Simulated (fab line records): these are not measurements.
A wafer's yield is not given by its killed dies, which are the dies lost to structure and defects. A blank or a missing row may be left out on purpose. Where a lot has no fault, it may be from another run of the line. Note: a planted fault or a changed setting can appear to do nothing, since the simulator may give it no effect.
The same fault as seen by 2 desks + flow gf180mcu + what lay behind the numbers comes last; until then each desk has only its own

== FOR THE TOOL OWNER'S DESK: implanter-03 ==
The tool's own readings at GF_MVSD_IMPLANT_08, given as means over the sampled wafers that have a number, one for each lot that went through this tool. Any lot whose mean is over 4 standard deviations away from the usual mean is out of limits and marked OUT; that distance is given in the brackets.
Columns: A = beam_on_s at GF_MVSD_IMPLANT_08, usual 10.02 s; B = end_station_pressure_torr at GF_MVSD_IMPLANT_08, usual 5.05e-06 Torr; C = faraday_current_uA at GF_MVSD_IMPLANT_08, usual 90.1
| lot  | first seen here | A               | B                          | C               |
|------|-----------------|-----------------|----------------------------|-----------------|
| L613 | day 5 16:30     | 9.98            | 4.92e-06                   | 90.5            |
| L614 | day 5 23:00     | 10.08           | 5.06e-06                   | 89.8            |
| L620 | day 7 08:26     | 10.07           | 5.38e-06                   | 89.4            |
| L625 | day 8 14:02     | 12.17 (+11) OUT | 9.84e-05 (+99 or more) OUT | 75.0 (-8.9) OUT |
| L627 | day 9 01:38     | 12.13 (+11) OUT | 1.00e-04 (+99 or more) OUT | 75.1 (-8.8) OUT |
This desk's finding: out of limits on L625, L627; first on L625, day 8 14:02 (beam_on_s at GF_MVSD_IMPLANT_08). L613, L614, L620: within limits.

== FROM THE METROLOGY DESK ==
What the gauges read, lot by lot, whatever tool the lot ran on: means of the sampled wafers that have a number. Any lot whose mean is over 4 standard deviations away from the usual mean is out of limits and marked OUT; that distance is given in the brackets.
Columns: A = MVSD_TW at GF_MVSD_TW_MEAS_11, usual 1574; B = MVSD_RS at GF_VT_IMPLANT_RS_MEAS_46, usual 456.4 ohm/sq; C = CONTACT_BOW at GF_CONTACT_BOW_MEAS_05, usual 66 um
| lot  | first seen here | A              | B               | C  |
|------|-----------------|----------------|-----------------|----|
| L608 | day 4 17:13     | 1586           | 455.2           | 64 |
| L613 | day 5 16:52     | 1582           | 455.1           | 74 |
| L614 | day 5 23:24     | 1565           | 456.1           | 71 |
| L615 | day 6 02:50     | 1572           | 455.7           | 64 |
| L618 | day 6 23:29     | 1587           | 456.4           | 59 |
| L619 | day 7 00:41     | 1565           | 457.2           | 70 |
| L620 | day 7 08:50     | 1562           | 458.6           | 62 |
| L625 | day 8 14:26     | 1668 (+10) OUT | 412.1 (-40) OUT | 64 |
| L627 | day 9 02:02     | 1674 (+11) OUT | 411.9 (-40) OUT | 68 |
| L628 | day 9 04:29     | 1569           | 456.9           | 65 |
| L629 | day 9 16:28     | 1566           | 456.6           | 64 |
| L630 | day 9 21:01     | 1580           | 457.2           | 69 |
This desk finds L625, L627 out of limits, with the earliest case on L625 at day 8 14:26 (MVSD_TW at GF_MVSD_TW_MEAS_11). L608, L613, L614, L615, L618, L619, L620, L628, L629, L630: within limits.

== PUT TOGETHER ==
On L625, L627, at day 8 14:02, an alarm was possible from the tool owner's desk.
Metrology desk: alarm possible at day 8 14:26 on L625, L627.
The lots listed all ran GF_MVSD_IMPLANT_08 on implanter-03.

== WHAT WAS PUT IN BY THE SIMULATOR ==
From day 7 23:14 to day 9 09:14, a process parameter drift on implanter-03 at GF_MVSD_IMPLANT_08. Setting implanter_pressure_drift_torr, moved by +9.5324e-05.
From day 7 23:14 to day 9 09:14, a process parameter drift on implanter-03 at GF_MVSD_IMPLANT_08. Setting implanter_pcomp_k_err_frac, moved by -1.
Shown lots that were struck: L625, L627.
Counting hours from when the fault started, the first reading out of limits came at 15 for the tool owner's desk and at 15 for the metrology desk.
